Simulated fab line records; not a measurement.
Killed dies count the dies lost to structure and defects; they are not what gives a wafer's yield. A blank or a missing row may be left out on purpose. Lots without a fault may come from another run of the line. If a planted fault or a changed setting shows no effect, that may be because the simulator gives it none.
Which tool did it? :: flow sky130 :: 45 wafers from 15 lots sampled at 4 of the route's 708 steps

WHAT EACH GAUGE READ, for each wafer
SKY_NWELL_THK_MEAS_02. Usual: NWELL_OXIDATION_THK typically reads 10.05 nm, with standard deviation 0.15.
lot: L958
measured: day 2 16:03
on: film-metro-04
NWELL_OXIDATION_THK (nm): 10.16 10.01 9.96
flag: 

lot: L959
measured: day 2 21:52
on: film-metro-04
NWELL_OXIDATION_THK (nm): 10.02 10.02 10.00
flag: 

lot: L960
measured: day 3 04:57
on: film-metro-01
NWELL_OXIDATION_THK (nm): 10.02 10.09 9.83
flag: 

lot: L964
measured: day 3 23:01
on: film-metro-04
NWELL_OXIDATION_THK (nm): 10.24 10.16 10.25
flag: 

lot: L965
measured: day 4 14:20
on: film-metro-02
NWELL_OXIDATION_THK (nm): 9.90 10.10 10.12
flag: 

lot: L966
measured: day 4 23:40
on: film-metro-04
NWELL_OXIDATION_THK (nm): 10.27 10.18 10.19
flag: 

lot: L967
measured: day 4 23:41
on: film-metro-01
NWELL_OXIDATION_THK (nm): 10.08 9.95 9.92
flag: 

lot: L970
measured: day 5 08:12
on: film-metro-01
NWELL_OXIDATION_THK (nm): 9.93 9.85 10.01
flag: 

lot: L971
measured: day 6 00:43
on: film-metro-04
NWELL_OXIDATION_THK (nm): 10.20 10.46 10.23
flag: 

lot: L972
measured: day 6 00:44
on: film-metro-02
NWELL_OXIDATION_THK (nm): 10.18 10.19 10.24
flag: 

lot: L976
measured: day 6 17:31
on: film-metro-04
NWELL_OXIDATION_THK (nm): 10.08 10.20 9.93
flag: 

lot: L979
measured: day 7 03:46
on: film-metro-02
NWELL_OXIDATION_THK (nm): 9.94 9.73 9.82
flag: 

lot: L978
measured: day 7 03:47
on: film-metro-01
NWELL_OXIDATION_THK (nm): 9.86 10.04 9.97
flag: 

lot: L980
measured: day 7 12:05
on: film-metro-02
NWELL_OXIDATION_THK (nm): 9.81 9.94 9.81
flag: 

lot: L981
measured: day 7 12:16
on: film-metro-02
NWELL_OXIDATION_THK (nm): 9.95 9.78 9.86
flag: 

SKY_DNWELL_TW_MEAS_09. Usual: DNWELL_TW typically reads 1111, with standard deviation 8.6.
lot: L958
measured: day 3 06:20
on: film-metro-01
DNWELL_TW: 1122 1116 1124
flag: 

lot: L959
measured: day 3 12:55
on: film-metro-04
DNWELL_TW: 1123 1122 1121
flag: 

lot: L960
measured: day 3 20:52
on: film-metro-02
DNWELL_TW: 1110 1110 1103
flag: 

lot: L964
measured: day 4 15:44
on: film-metro-02
DNWELL_TW: 1105 1109 1103
flag: 

lot: L965
measured: day 5 06:35
on: film-metro-04
DNWELL_TW: 30 30 30 30 30 30
flag: OFF

lot: L966
measured: day 5 16:16
on: film-metro-04
DNWELL_TW: 30 30 30 30 30 30
flag: OFF

lot: L967
measured: day 5 17:25
on: film-metro-02
DNWELL_TW: 30 30 30 30 30 30
flag: OFF

lot: L970
measured: day 6 02:07
on: film-metro-04
DNWELL_TW: 1103 1105 1106
flag: 

lot: L971
measured: day 6 18:23
on: film-metro-01
DNWELL_TW: 1116 1110 1109
flag: 

lot: L972
measured: day 6 18:14
on: film-metro-01
DNWELL_TW: 1105 1106 1116
flag: 

lot: L976
measured: day 7 12:24
on: film-metro-01
DNWELL_TW: 1112 1112 1113
flag: 

lot: L979
measured: day 8 00:23
on: film-metro-04
DNWELL_TW: 1109 1106 1104
flag: 

lot: L978
measured: day 8 00:04
on: film-metro-01
DNWELL_TW: 1117 1119 1119
flag: 

lot: L980
measured: day 8 08:22
on: film-metro-02
DNWELL_TW: 1107 1103 1100
flag: 

lot: L981
measured: day 8 08:25
on: film-metro-01
DNWELL_TW: 1124 1124 1121
flag: 

SKY_NWELL_OVL_MEAS_23. Usual: NWELL_01_OVL typically reads 0.1 nm, with standard deviation 1.3.
lot: L958
measured: day 5 07:01
on: overlay-01
NWELL_01_OVL (nm): 2.0 2.3 0.0
flag: 

lot: L959
measured: day 5 13:59
on: overlay-01
NWELL_01_OVL (nm): -0.2 0.9 1.1
flag: 

lot: L960
measured: day 5 22:58
on: overlay-01
NWELL_01_OVL (nm): -0.7 0.2 0.0
flag: 

lot: L964
measured: day 6 18:33
on: overlay-01
NWELL_01_OVL (nm): 0.1 0.6 -0.7
flag: 

lot: L970
measured: day 8 12:42
on: overlay-02
NWELL_01_OVL (nm): 0.2 1.5 1.5
flag: 

lot: L971
measured: day 9 06:51
on: overlay-02
NWELL_01_OVL (nm): -2.1 -0.7 -1.8
flag: 

lot: L972
measured: day 9 06:04
on: overlay-01
NWELL_01_OVL (nm): 0.9 -0.1 1.8
flag: 

lot: L976
measured: day 10 02:53
on: overlay-02
NWELL_01_OVL (nm): -0.2 -1.5 1.2
flag: 

lot: L979
measured: day 10 15:43
on: overlay-01
NWELL_01_OVL (nm): 1.8 1.0 1.4
flag: 

lot: L978
measured: day 10 15:31
on: overlay-02
NWELL_01_OVL (nm): 1.9 0.9 1.3
flag: 

lot: L980
measured: day 11 01:19
on: overlay-01
NWELL_01_OVL (nm): 0.6 0.1 1.6
flag: 

lot: L981
measured: day 11 01:28
on: overlay-02
NWELL_01_OVL (nm): 0.7 1.3 -1.1
flag: 

TOOL THAT RAN EACH LOT (tool first, then ch and the chambers of the sampled wafers, then the start)
lot: L958
SKY_DNWELL_EXPOSE_04: iline-stepper-01 ch 0, day 2 23:16

lot: L959
SKY_DNWELL_EXPOSE_04: iline-stepper-02 ch 0, day 3 05:13

lot: L960
SKY_DNWELL_EXPOSE_04: iline-stepper-01 ch 0, day 3 12:50

lot: L964
SKY_DNWELL_EXPOSE_04: iline-stepper-02 ch 0, day 4 07:34

lot: L965
SKY_DNWELL_EXPOSE_04: iline-stepper-01, day 4 22:23

lot: L966
SKY_DNWELL_EXPOSE_04: iline-stepper-02, day 5 07:56

lot: L967
SKY_DNWELL_EXPOSE_04: iline-stepper-01, day 5 08:14

lot: L970
SKY_DNWELL_EXPOSE_04: iline-stepper-01 ch 0, day 5 17:32

lot: L971
SKY_DNWELL_EXPOSE_04: iline-stepper-01 ch 0, day 6 09:37

lot: L972
SKY_DNWELL_EXPOSE_04: iline-stepper-01 ch 0, day 6 09:26

lot: L976
SKY_DNWELL_EXPOSE_04: iline-stepper-01 ch 0, day 7 02:37

lot: L979
SKY_DNWELL_EXPOSE_04: iline-stepper-02 ch 0, day 7 14:15

lot: L978
SKY_DNWELL_EXPOSE_04: iline-stepper-01 ch 0, day 7 14:03

lot: L980
SKY_DNWELL_EXPOSE_04: iline-stepper-01 ch 0, day 7 22:05

lot: L981
SKY_DNWELL_EXPOSE_04: iline-stepper-01 ch 0, day 7 22:13
- SKY_DNWELL_EXPOSE_04: exposes mask DNM, target cd 3000 nm.

AS READ BY THE TOOLS THEMSELVES (means over the sampled wafers that have a number; for cases with no such wafer, the mark the record gives instead)
SKY_DNWELL_EXPOSE_04. Usual: exposure-dose-mJ-cm2 221.99, standard deviation 0.23; focus-offset-nm 0.2 nm, standard deviation 0.48; stage-vel-mm-s 499.97 mm/s, standard deviation 0.28.
lot: L958
tool: iline-stepper-01
exposure-dose-mJ-cm2: 221.75
focus-offset-nm (nm): -0.1
stage-vel-mm-s (mm/s): 500.04
flag: 

lot: L959
tool: iline-stepper-02
exposure-dose-mJ-cm2: 222.02
focus-offset-nm (nm): -0.3
stage-vel-mm-s (mm/s): 500.11
flag: 

lot: L960
tool: iline-stepper-01
exposure-dose-mJ-cm2: 221.93
focus-offset-nm (nm): 0.1
stage-vel-mm-s (mm/s): 499.88
flag: 

lot: L964
tool: iline-stepper-02
exposure-dose-mJ-cm2: 222.11
focus-offset-nm (nm): 0.0
stage-vel-mm-s (mm/s): 500.17
flag: 

lot: L965
tool: iline-stepper-01
exposure-dose-mJ-cm2: -
focus-offset-nm (nm): -
stage-vel-mm-s (mm/s): -
flag: OFF

lot: L966
tool: iline-stepper-02
exposure-dose-mJ-cm2: -
focus-offset-nm (nm): -
stage-vel-mm-s (mm/s): -
flag: OFF

lot: L967
tool: iline-stepper-01
exposure-dose-mJ-cm2: -
focus-offset-nm (nm): -
stage-vel-mm-s (mm/s): -
flag: OFF

lot: L970
tool: iline-stepper-01
exposure-dose-mJ-cm2: 221.80
focus-offset-nm (nm): 0.1
stage-vel-mm-s (mm/s): 499.92
flag: 

lot: L971
tool: iline-stepper-01
exposure-dose-mJ-cm2: 221.75
focus-offset-nm (nm): 0.6
stage-vel-mm-s (mm/s): 499.80
flag: 

lot: L972
tool: iline-stepper-01
exposure-dose-mJ-cm2: 222.05
focus-offset-nm (nm): -0.3
stage-vel-mm-s (mm/s): 499.74
flag: 

lot: L976
tool: iline-stepper-01
exposure-dose-mJ-cm2: 222.10
focus-offset-nm (nm): 0.0
stage-vel-mm-s (mm/s): 500.29
flag: 

lot: L979
tool: iline-stepper-02
exposure-dose-mJ-cm2: 221.98
focus-offset-nm (nm): -0.2
stage-vel-mm-s (mm/s): 499.99
flag: 

lot: L978
tool: iline-stepper-01
exposure-dose-mJ-cm2: 221.80
focus-offset-nm (nm): 0.1
stage-vel-mm-s (mm/s): 500.25
flag: 

lot: L980
tool: iline-stepper-01
exposure-dose-mJ-cm2: 221.80
focus-offset-nm (nm): 0.4
stage-vel-mm-s (mm/s): 500.04
flag: 

lot: L981
tool: iline-stepper-01
exposure-dose-mJ-cm2: 222.23
focus-offset-nm (nm): -0.1
stage-vel-mm-s (mm/s): 499.80
flag: 

THE ANSWER, worked out from the rows above alone
Rule: lot off if the mean of its wafers having a number is beyond 3 standard deviations from the usual mean. Also off: a lot with no number at a reading for which 4 or more lots have one. Any other lot the step has rows for is counted as sound. First the gauges in route order, then the tools' own readings, where a lot's mean is used as printed above. At the first step where some lot is off, the reading lying furthest off is the one used; lots without a number count as furthest.
Off: at SKY_DNWELL_TW_MEAS_09 (DNWELL_TW), L965, L966, L967.
A tool fits if, at a process step before that reading, it ran every lot that is off, and no sound lot after the first of them. The gauges at SKY_DNWELL_TW_MEAS_09 aren't tried: what is off there is off at SKY_DNWELL_EXPOSE_04 too, on other tools, and a gauge's error can't cause that. No candidate that was tried fits.

WHAT THE SIMULATOR HAD PUT IN
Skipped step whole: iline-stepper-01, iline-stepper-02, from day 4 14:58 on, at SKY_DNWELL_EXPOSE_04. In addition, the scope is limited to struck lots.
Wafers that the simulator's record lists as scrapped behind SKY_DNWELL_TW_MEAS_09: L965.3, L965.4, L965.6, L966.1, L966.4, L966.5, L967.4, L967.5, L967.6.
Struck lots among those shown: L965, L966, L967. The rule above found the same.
